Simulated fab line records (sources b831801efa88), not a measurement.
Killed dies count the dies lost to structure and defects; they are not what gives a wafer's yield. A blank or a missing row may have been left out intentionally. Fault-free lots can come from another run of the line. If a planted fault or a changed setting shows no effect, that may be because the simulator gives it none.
Which of the tools did it? ; flow sky130 ; Sampling: 7 lots, 21 wafers, 2 of 708 route steps

WHAT EACH GAUGE READ, for each wafer
SKY_VT_ADJUST_LVTN_OVL_MEAS_18.
lot;measured;on;VT_ADJUST_LVTN_01_OVL (nm)
L632;day 8 13:01;overlay-01;-1.1 -0.5 0.0
L635;day 9 02:35;overlay-02;0.1 -0.1 -0.7
L638;day 9 18:22;overlay-02;-0.7 -1.7 -1.3
L642;day 10 21:25;overlay-02;0.2 0.5 0.7
L644;day 11 09:46;overlay-01;2.0 3.2 2.5
L647;day 12 12:46;overlay-01;1.0 1.6 -0.4
L654;day 14 11:38;overlay-01;-0.1 0.4 0.3

EACH LOT AND THE TOOL THAT RAN IT (in order: tool; ch and the chambers of the sampled wafers; start)
lot;SKY_NWELL_IMPLANT_12
L632;implanter-01 ch 0, day 5 06:36
L635;implanter-04 ch 0, day 5 17:59
L638;implanter-02 ch 0, day 6 07:26
L642;implanter-04 ch 0, day 7 06:51
L644;implanter-02 ch 0, day 7 16:49
L647;implanter-04 ch 0, day 8 18:23
L654;implanter-01 ch 0, day 10 10:52
- SKY_NWELL_IMPLANT_12

THE ANSWER, worked out from the rows above alone
Rule: what is usual is taken from the lots themselves. Put in order of their means at a reading, lots are off if they are a third of the lots or fewer, leave a main group of 4 or more, and stand apart from it by a gap of 3 or more times the standard deviation of the main group's means; of several such gaps the widest counts. If all means in a main group match to the digits the tables above print for the reading, that group is not used. Also off: a lot with no number at a reading for which 4 or more lots have one. Where the step has rows for the other lots, those lots are counted as sound.
None of the lots is off at any reading shown; this tells nothing.

WHAT THE SIMULATOR HAD INSERTED
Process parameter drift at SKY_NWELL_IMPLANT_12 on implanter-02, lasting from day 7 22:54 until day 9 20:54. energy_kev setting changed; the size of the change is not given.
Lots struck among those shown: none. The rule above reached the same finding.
